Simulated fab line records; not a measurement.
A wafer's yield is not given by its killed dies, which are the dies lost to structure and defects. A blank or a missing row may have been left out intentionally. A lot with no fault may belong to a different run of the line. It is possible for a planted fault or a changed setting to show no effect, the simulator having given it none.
Lot-split experiment / flow gf180mcu / 5 lots, 23 wafers read, on a route of 602 steps

== ON THE SPLIT ==
At GF_V1_SPUTTER_21 (material Ti, target thk 15 nm, time 80.02 s), the setting power_w was moved away from the recipe's 2500 W on 11 of the 23 wafers read, by -10.4% to +8.3%. All remaining wafers had this setting at the recipe value.

Reading taken at the split's own step.

== THE READING ==
Ti_of_V1_SPUTTER_21.thk_nm (the simulator's own value, which no gauge read), in nm, at GF_V1_SPUTTER_21 (material Ti, target thk 15 nm, time 80.02 s). The file does not state a usual value for it. Across the 12 wafers here that went through the recipe, the average is 14.83 nm and the standard deviation 0.19 nm.

wafer=L077.4; tool, chamber at the split=pvd_sputter-04, -; power_w as run, W=2500; against the recipe=recipe; Ti_of_V1_SPUTTER_21.thk_nm, nm=14.93; against lot-mates on the recipe=-
wafer=L077.5; tool, chamber at the split=pvd_sputter-04, -; power_w as run, W=2500; against the recipe=recipe; Ti_of_V1_SPUTTER_21.thk_nm, nm=14.88; against lot-mates on the recipe=-
wafer=L077.6; tool, chamber at the split=pvd_sputter-04, -; power_w as run, W=2500; against the recipe=recipe; Ti_of_V1_SPUTTER_21.thk_nm, nm=14.94; against lot-mates on the recipe=-
wafer=L081.1; tool, chamber at the split=pvd_sputter-02, -; power_w as run, W=2239; against the recipe=-10.4%; Ti_of_V1_SPUTTER_21.thk_nm, nm=13.57; against lot-mates on the recipe=-1.49
wafer=L081.2; tool, chamber at the split=pvd_sputter-02, -; power_w as run, W=2500; against the recipe=recipe; Ti_of_V1_SPUTTER_21.thk_nm, nm=15.09; against lot-mates on the recipe=-
wafer=L081.3; tool, chamber at the split=pvd_sputter-02, -; power_w as run, W=2239; against the recipe=-10.4%; Ti_of_V1_SPUTTER_21.thk_nm, nm=13.46; against lot-mates on the recipe=-1.60
wafer=L081.5; tool, chamber at the split=pvd_sputter-02, -; power_w as run, W=2239; against the recipe=-10.4%; Ti_of_V1_SPUTTER_21.thk_nm, nm=13.34; against lot-mates on the recipe=-1.72
wafer=L081.6; tool, chamber at the split=pvd_sputter-02, -; power_w as run, W=2500; against the recipe=recipe; Ti_of_V1_SPUTTER_21.thk_nm, nm=15.03; against lot-mates on the recipe=-
wafer=L080.1; tool, chamber at the split=pvd_sputter-02, -; power_w as run, W=2707; against the recipe=+8.3%; Ti_of_V1_SPUTTER_21.thk_nm, nm=16.15; against lot-mates on the recipe=+1.40
wafer=L080.2; tool, chamber at the split=pvd_sputter-02, -; power_w as run, W=2707; against the recipe=+8.3%; Ti_of_V1_SPUTTER_21.thk_nm, nm=16.34; against lot-mates on the recipe=+1.59
wafer=L080.3; tool, chamber at the split=pvd_sputter-02, -; power_w as run, W=2500; against the recipe=recipe; Ti_of_V1_SPUTTER_21.thk_nm, nm=14.77; against lot-mates on the recipe=-
wafer=L080.4; tool, chamber at the split=pvd_sputter-02, -; power_w as run, W=2500; against the recipe=recipe; Ti_of_V1_SPUTTER_21.thk_nm, nm=14.73; against lot-mates on the recipe=-
wafer=L080.6; tool, chamber at the split=pvd_sputter-02, -; power_w as run, W=2707; against the recipe=+8.3%; Ti_of_V1_SPUTTER_21.thk_nm, nm=16.07; against lot-mates on the recipe=+1.32
wafer=L083.1; tool, chamber at the split=pvd_sputter-01, -; power_w as run, W=2500; against the recipe=recipe; Ti_of_V1_SPUTTER_21.thk_nm, nm=14.36; against lot-mates on the recipe=-
wafer=L083.2; tool, chamber at the split=pvd_sputter-01, -; power_w as run, W=2617; against the recipe=+4.7%; Ti_of_V1_SPUTTER_21.thk_nm, nm=15.3; against lot-mates on the recipe=+0.78
wafer=L083.4; tool, chamber at the split=pvd_sputter-01, -; power_w as run, W=2617; against the recipe=+4.7%; Ti_of_V1_SPUTTER_21.thk_nm, nm=15.3; against lot-mates on the recipe=+0.78
wafer=L083.3; tool, chamber at the split=pvd_sputter-01, -; power_w as run, W=2617; against the recipe=+4.7%; Ti_of_V1_SPUTTER_21.thk_nm, nm=15.46; against lot-mates on the recipe=+0.94
wafer=L083.5; tool, chamber at the split=pvd_sputter-01, -; power_w as run, W=2500; against the recipe=recipe; Ti_of_V1_SPUTTER_21.thk_nm, nm=14.69; against lot-mates on the recipe=-
wafer=L084.1; tool, chamber at the split=pvd_sputter-02, -; power_w as run, W=2500; against the recipe=recipe; Ti_of_V1_SPUTTER_21.thk_nm, nm=14.69; against lot-mates on the recipe=-
wafer=L084.2; tool, chamber at the split=pvd_sputter-02, -; power_w as run, W=2500; against the recipe=recipe; Ti_of_V1_SPUTTER_21.thk_nm, nm=14.94; against lot-mates on the recipe=-
wafer=L084.3; tool, chamber at the split=pvd_sputter-02, -; power_w as run, W=2425; against the recipe=-3.0%; Ti_of_V1_SPUTTER_21.thk_nm, nm=14.2; against lot-mates on the recipe=-0.65
wafer=L084.4; tool, chamber at the split=pvd_sputter-02, -; power_w as run, W=2500; against the recipe=recipe; Ti_of_V1_SPUTTER_21.thk_nm, nm=14.91; against lot-mates on the recipe=-
wafer=L084.5; tool, chamber at the split=pvd_sputter-02, -; power_w as run, W=2425; against the recipe=-3.0%; Ti_of_V1_SPUTTER_21.thk_nm, nm=14.4; against lot-mates on the recipe=-0.45

THE FIT
A straight line over all 23 wafers: Ti_of_V1_SPUTTER_21.thk_nm changes by +0.142 nm for each +1% of power_w; r = +0.97; the points scatter about the line by 0.19 nm.
The same after taking each lot's own level away (the mean of its wafers on the recipe; 23 wafers): +0.163 nm for each +1%; r = +0.99; scatter 0.11 nm.
On that fit, the largest move of power_w shifts the reading by 1.7 nm.
Measured against the standard deviation above, the lots' own levels, which go from 14.525 to 15.060 nm, span 2.8 times it.
Thus the slope moves with the lot-to-lot level: the two fits are different.
Check: for one of the wafers moved furthest among these (-10.4%), held out of the fit, the line's prediction against its lot-mates is -1.73 nm. It came out at -1.49 nm against them.

== THE OTHER SPLITS THESE WAFERS WENT THROUGH ==
Before the reading, these wafers also passed through other splits. Each is held against what the fit with the lots' levels taken away leaves over:
other split on the same wafers=GF_PSD_DEVELOP_06 develop_time_s; wafers away from the commonest value=6; r with Ti_of_V1_SPUTTER_21.thk_nm (lot level and that fit taken away)=+0.08
other split on the same wafers=GF_SAB_ETCH_11 time_s; wafers away from the commonest value=8; r with Ti_of_V1_SPUTTER_21.thk_nm (lot level and that fit taken away)=+0.28
other split on the same wafers=GF_SALICIDE_SPUTTER_02 time_s; wafers away from the commonest value=8; r with Ti_of_V1_SPUTTER_21.thk_nm (lot level and that fit taken away)=+0.27
other split on the same wafers=GF_M1_COAT_09 resist_thk_nm; wafers away from the commonest value=4; r with Ti_of_V1_SPUTTER_21.thk_nm (lot level and that fit taken away)=+0.30
other split on the same wafers=GF_M1_STRIP_17 power_w; wafers away from the commonest value=10; r with Ti_of_V1_SPUTTER_21.thk_nm (lot level and that fit taken away)=-0.15
other split on the same wafers=GF_V1_PEB_12 peb_time_s; wafers away from the commonest value=8; r with Ti_of_V1_SPUTTER_21.thk_nm (lot level and that fit taken away)=+0.22

== FILE'S OWN FIT ==
Ti_of_V1_SPUTTER_21.thk_nm changes by +0.164 nm for each +1% of power_w, r = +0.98.
